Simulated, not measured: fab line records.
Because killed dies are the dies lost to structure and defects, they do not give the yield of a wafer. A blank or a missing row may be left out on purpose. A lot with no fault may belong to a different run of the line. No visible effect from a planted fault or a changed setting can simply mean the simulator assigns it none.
The tool behind it: which one? + flow sky130 + Sampling: 11 lots, 33 wafers, 2 of 708 route steps

== WHAT THE GAUGES READ, wafer by wafer ==
SKY_METAL1_RS_MEAS_05: measurement is done with a four-point probe.
| lot  | measured     | on            | METAL1_ALCU_RS (ohm/sq) |
|------|--------------|---------------|-------------------------|
| L543 | day 33 15:55 | film_metro-02 | 0.1287 0.1282 0.1254    |
| L544 | day 33 20:37 | film_metro-03 | 0.1291 0.1279 0.1286    |
| L546 | day 34 09:38 | film_metro-01 | 0.1270 0.1271 0.1264    |
| L547 | day 35 04:32 | film_metro-02 | 0.1270 0.1285 0.1274    |
| L548 | day 35 05:58 | film_metro-03 | 0.1256 0.1257 0.1279    |
| L554 | day 37 07:49 | film_metro-03 | 0.1256 0.1268 0.1266    |
| L556 | day 37 16:07 | film_metro-02 | 0.1262 0.1286 0.1267    |
| L557 | day 37 16:28 | film_metro-02 | 0.1262 0.1267 0.1281    |
| L555 | day 37 18:09 | film_metro-01 | 0.1270 0.1268 0.1266    |
| L559 | day 38 06:31 | film_metro-02 | 0.1279 0.1281 0.1280    |
| L560 | day 38 22:23 | film_metro-02 | 0.1268 0.1281 0.1274    |

== EACH LOT AND THE TOOL THAT RAN IT (in order: tool; ch and the chambers of the sampled wafers; start) ==
| lot  | SKY_METAL1_SPUTTER_04        |
|------|------------------------------|
| L543 | pvd_sputter-01, day 33 15:52 |
| L544 | pvd_sputter-02, day 33 20:32 |
| L546 | pvd_sputter-03, day 34 09:33 |
| L547 | pvd_sputter-01, day 35 04:29 |
| L548 | pvd_sputter-03, day 35 05:51 |
| L554 | pvd_sputter-01, day 37 07:43 |
| L556 | pvd_sputter-02, day 37 16:04 |
| L557 | pvd_sputter-03, day 37 16:22 |
| L555 | pvd_sputter-03, day 37 18:06 |
| L559 | pvd_sputter-01, day 38 06:28 |
| L560 | pvd_sputter-02, day 38 22:19 |
- SKY_METAL1_SPUTTER_04: material TiN, target thk 70 nm, time 58.3 s.

== THE ANSWER, worked out from the rows above alone ==
Rule: usual is defined by the lots themselves. Put in order of their means at a reading, lots are off if they are a third of the lots or fewer, leave a main group of 4 or more, and stand apart from it by a gap of 3 or more times the standard deviation of the main group's means; of several such gaps the widest counts. Not used: any main group whose means are identical at the precision the tables above print for the reading. A lot without any number at a reading at which 4 lots or more have one is off too. All remaining lots with rows at the step are treated as sound.
None of the lots is off at any reading shown; this tells nothing.

== WHAT THE SIMULATOR HAD INSERTED ==
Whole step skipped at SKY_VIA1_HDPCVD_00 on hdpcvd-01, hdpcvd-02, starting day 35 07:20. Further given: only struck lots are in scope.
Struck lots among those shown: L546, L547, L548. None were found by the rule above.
